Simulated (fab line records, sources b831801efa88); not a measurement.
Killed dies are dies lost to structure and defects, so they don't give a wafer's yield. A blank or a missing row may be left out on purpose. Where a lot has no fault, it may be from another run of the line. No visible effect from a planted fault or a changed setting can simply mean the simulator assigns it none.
Check for tools in common :: flow gf180mcu :: 29 wafers sampled across 10 lots

## WHAT PROMPTED THE OPENING
At GF_V2_RS_MEAS_24 the reading V2_W_RS is flagged on 3 of 10 lots. Fault-free wafers read 0.330 ohm/sq, with a standard deviation of 0.0033.
Rule: a lot is flagged in two cases, either no wafer of it has a number, or all its wafers with numbers fall more than 4 standard deviations from that mean. The rest of the lots are taken to be sound.

lot: L582
measured: day 19 23:32
on: film-metro-03
V2_W_RS (ohm/sq), wafer by wafer: 0.328 0.328 0.329
flag: 

lot: L584
measured: day 21 04:04
on: film-metro-02
V2_W_RS (ohm/sq), wafer by wafer: 0.326 0.328 0.328
flag: 

lot: L585
measured: day 21 17:36
on: film-metro-01
V2_W_RS (ohm/sq), wafer by wafer: 0.331 0.330 0.329
flag: 

lot: L587
measured: day 22 11:15
on: film-metro-02
V2_W_RS (ohm/sq), wafer by wafer: 0.330 0.331 0.334
flag: 

lot: L588
measured: day 22 19:50
on: film-metro-03
V2_W_RS (ohm/sq), wafer by wafer: 0.334 0.330 0.333
flag: 

lot: L591
measured: day 23 15:22
on: film-metro-02
V2_W_RS (ohm/sq), wafer by wafer: 0.328 0.333 0.328
flag: 

lot: L598
measured: day 26 03:06
on: film-metro-02
V2_W_RS (ohm/sq), wafer by wafer: 0.383 0.380
flag: FLAGGED

lot: L600
measured: day 26 17:10
on: film-metro-03
V2_W_RS (ohm/sq), wafer by wafer: 0.375 0.378 0.373
flag: FLAGGED

lot: L602
measured: day 27 07:14
on: film-metro-01
V2_W_RS (ohm/sq), wafer by wafer: 0.379 0.384 0.380
flag: FLAGGED

lot: L605
measured: day 27 21:33
on: film-metro-03
V2_W_RS (ohm/sq), wafer by wafer: 0.326 0.329 0.331
flag: 
The mean of the flagged lots' numbers is 0.379 ohm/sq, +0.049 ohm/sq from the usual (+15 standard deviations).

## WHICH TOOL RAN EACH LOT
Before the reading, the record contains 3 process steps out of a 602-step route. Each cell gives the tool, then ch followed by the chambers the sampled wafers passed through, then the start.
lot: L582
flag: 
GF_M2_STRIP_17: plasma-asher-02 ch 0,1, day 18 20:39
GF_V2_ETCH_16: rie-diel-03 ch 1,2, day 19 22:36
GF_V2_CVD_23: cvd-w-02 ch 0,1, day 19 23:24

lot: L584
flag: 
GF_M2_STRIP_17: plasma-asher-03 ch 0,1, day 20 01:59
GF_V2_ETCH_16: rie-diel-03 ch 0,1, day 21 03:08
GF_V2_CVD_23: cvd-w-02 ch 0,1, day 21 03:56

lot: L585
flag: 
GF_M2_STRIP_17: plasma-asher-02 ch 0,1, day 20 15:57
GF_V2_ETCH_16: rie-diel-01 ch 1,2, day 21 16:43
GF_V2_CVD_23: cvd-w-02 ch 0,1, day 21 17:29

lot: L587
flag: 
GF_M2_STRIP_17: plasma-asher-02 ch 0,1, day 21 10:05
GF_V2_ETCH_16: rie-diel-01 ch 0,3, day 22 10:19
GF_V2_CVD_23: cvd-w-02 ch 0,1, day 22 11:08

lot: L588
flag: 
GF_M2_STRIP_17: plasma-asher-03 ch 0,1, day 21 18:35
GF_V2_ETCH_16: rie-diel-01 ch 0,1,3, day 22 18:55
GF_V2_CVD_23: cvd-w-02 ch 0,1, day 22 19:42

lot: L591
flag: 
GF_M2_STRIP_17: plasma-asher-02 ch 0,1, day 22 13:43
GF_V2_ETCH_16: rie-diel-01 ch 1,2,3, day 23 14:29
GF_V2_CVD_23: cvd-w-02 ch 0,1, day 23 15:16

lot: L598
flag: FLAGGED
GF_M2_STRIP_17: plasma-asher-02 ch 0,1, day 25 02:55
GF_V2_ETCH_16: rie-diel-03 ch 3, day 26 02:11
GF_V2_CVD_23: cvd-w-02 ch 0, day 26 02:59

lot: L600
flag: FLAGGED
GF_M2_STRIP_17: plasma-asher-02 ch 0,1, day 25 18:53
GF_V2_ETCH_16: rie-diel-01 ch 1,3, day 26 16:13
GF_V2_CVD_23: cvd-w-02 ch 0,1, day 26 17:02

lot: L602
flag: FLAGGED
GF_M2_STRIP_17: plasma-asher-02 ch 1, day 26 08:53
GF_V2_ETCH_16: rie-diel-03 ch 1,2, day 27 06:22
GF_V2_CVD_23: cvd-w-02 ch 0, day 27 07:08

lot: L605
flag: 
GF_M2_STRIP_17: plasma-asher-01 ch 0,1, day 26 23:26
GF_V2_ETCH_16: rie-diel-01 ch 0,2,3, day 27 20:39
GF_V2_CVD_23: cvd-w-01 ch 0,1, day 27 21:25
What these steps do:
- GF_M2_STRIP_17: strips in O2/N2.
- GF_V2_ETCH_16: etches BARC in N2/H2.
- GF_V2_CVD_23: deposits W, target thk 350 nm, time 104.94 s.
- GF_V2_RS_MEAS_24: measures by four-point-probe.

## FLAGGED AGAINST TOTAL, ONE TOOL AT A TIME (gauges that did the reading follow at the end)
step: GF_M2_STRIP_17
tool: plasma-asher-01
lots run: 1
flagged: 0
share of the flagged lots: none
sound lots run after its first flagged lot: -

step: GF_M2_STRIP_17
tool: plasma-asher-02
lots run: 7
flagged: 3
share of the flagged lots: all
sound lots run after its first flagged lot: 0

step: GF_M2_STRIP_17
tool: plasma-asher-03
lots run: 2
flagged: 0
share of the flagged lots: none
sound lots run after its first flagged lot: -

step: GF_V2_ETCH_16
tool: rie-diel-01
lots run: 6
flagged: 1
share of the flagged lots: some
sound lots run after its first flagged lot: 1 (L605)

step: GF_V2_ETCH_16
tool: rie-diel-03
lots run: 4
flagged: 2
share of the flagged lots: some
sound lots run after its first flagged lot: 0

step: GF_V2_CVD_23
tool: cvd-w-01
lots run: 1
flagged: 0
share of the flagged lots: none
sound lots run after its first flagged lot: -

step: GF_V2_CVD_23
tool: cvd-w-02
lots run: 9
flagged: 3
share of the flagged lots: all
sound lots run after its first flagged lot: 0

step: GF_V2_RS_MEAS_24
tool: film-metro-01
lots run: 2
flagged: 1
share of the flagged lots: some
sound lots run after its first flagged lot: 0

step: GF_V2_RS_MEAS_24
tool: film-metro-02
lots run: 4
flagged: 1
share of the flagged lots: some
sound lots run after its first flagged lot: 0

step: GF_V2_RS_MEAS_24
tool: film-metro-03
lots run: 4
flagged: 1
share of the flagged lots: some
sound lots run after its first flagged lot: 1 (L605)

## WHAT THE TABLE PERMITS
2 rows of the table ran every flagged lot: plasma-asher-02 at GF_M2_STRIP_17, cvd-w-02 at GF_V2_CVD_23.
- plasma-asher-02 at GF_M2_STRIP_17 ran 7 lots, 3 of them flagged. Its last sound lot is L591 (day 22 13:43), its first flagged lot L598 (day 25 02:55): a fault that began between those two fits.
- cvd-w-02 at GF_V2_CVD_23 ran 9 lots, 3 of them flagged. Its last sound lot is L591 (day 23 15:16), its first flagged lot L598 (day 26 02:59): a fault that began between those two fits.
A lot count leaves these 2 tools indistinguishable: every one of them fits a fault beginning at some hour. More lots, or a look at what each step does to the wafer, might.

## WHAT WAS PUT IN BY THE SIMULATOR
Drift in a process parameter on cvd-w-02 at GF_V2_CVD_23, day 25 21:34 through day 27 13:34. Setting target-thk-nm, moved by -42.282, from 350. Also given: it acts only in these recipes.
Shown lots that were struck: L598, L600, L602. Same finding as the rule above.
